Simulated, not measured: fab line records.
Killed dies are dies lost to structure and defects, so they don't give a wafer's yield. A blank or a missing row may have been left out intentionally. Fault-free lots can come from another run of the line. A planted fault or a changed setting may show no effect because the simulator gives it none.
The tool behind it: which one? ; flow sky130 ; 21 wafers from 7 lots sampled at 3 of the route's 708 steps

WHAT EACH GAUGE READ, for each wafer
SKY_LDD_HVP_TW_MEAS_10.
lot;measured;on;LDD_HVP_TW
L521;day 21 22:26;film metro-04;463 463 465
L526;day 24 02:02;film metro-04;465 466 464
L528;day 24 20:44;film metro-01;453 452 452
L530;day 25 21:29;film metro-01;454 453 453
L532;day 26 13:20;film metro-03;30 30 30
L541;day 29 05:35;film metro-01;452 451 448
L543;day 29 23:16;film metro-03;459 459 462

EACH LOT AND THE TOOL THAT RAN IT (in order: tool; ch and the chambers of the sampled wafers; start)
lot;SKY_LDD_HVN_STRIP_09;SKY_LDD_HVP_STRIP_09
L521;plasma asher-04 ch 0,1, day 20 16:10;plasma asher-04 ch 0,1, day 21 22:20
L526;plasma asher-04 ch 1, day 22 19:25;plasma asher-04 ch 0,1, day 24 01:56
L528;plasma asher-03 ch 0,1, day 23 15:40;plasma asher-03 ch 0,1, day 24 20:38
L530;plasma asher-01 ch 0,1, day 24 15:58;plasma asher-02 ch 0,1, day 25 21:23
L532;plasma asher-01 ch 0,1, day 25 07:19;plasma asher-03 ch 0,1, day 26 13:14
L541;plasma asher-03 ch 0,1, day 28 01:10;plasma asher-03 ch 1, day 29 05:28
L543;plasma asher-01 ch 0,1, day 28 19:31;plasma asher-02 ch 0,1, day 29 23:10
- SKY_LDD_HVN_STRIP_09: strips in O2/N2.
- SKY_LDD_HVP_STRIP_09: strips in O2/N2.

THE ANSWER, worked out from the rows above alone
Rule: the usual values come from the lots themselves. The widest of any qualifying gaps counts: lots, ordered by their means at a reading, are off when they make up no more than a third of the lots, leave a main group of 4 or more, and stand apart from it by 3 or more times the standard deviation of that group's means. A main group whose means are all the same, to the digits that the tables above print for the reading, isn't used. A lot without any number at a reading at which 4 lots or more have one is off too. Any other lot the step has rows for is counted as sound.
Off: L532, at SKY_LDD_HVP_TW_MEAS_10 (LDD_HVP_TW). For the main group the mean is 457 and the standard deviation 5.7.
If a tool, at a process step before that reading, ran all the lots that are off and no sound lot after the first of them, it fits. Those tools and the gauges at SKY_LDD_HVP_TW_MEAS_10 are tried in the same way. No candidate that was tried fits.

WHAT WAS PUT IN BY THE SIMULATOR
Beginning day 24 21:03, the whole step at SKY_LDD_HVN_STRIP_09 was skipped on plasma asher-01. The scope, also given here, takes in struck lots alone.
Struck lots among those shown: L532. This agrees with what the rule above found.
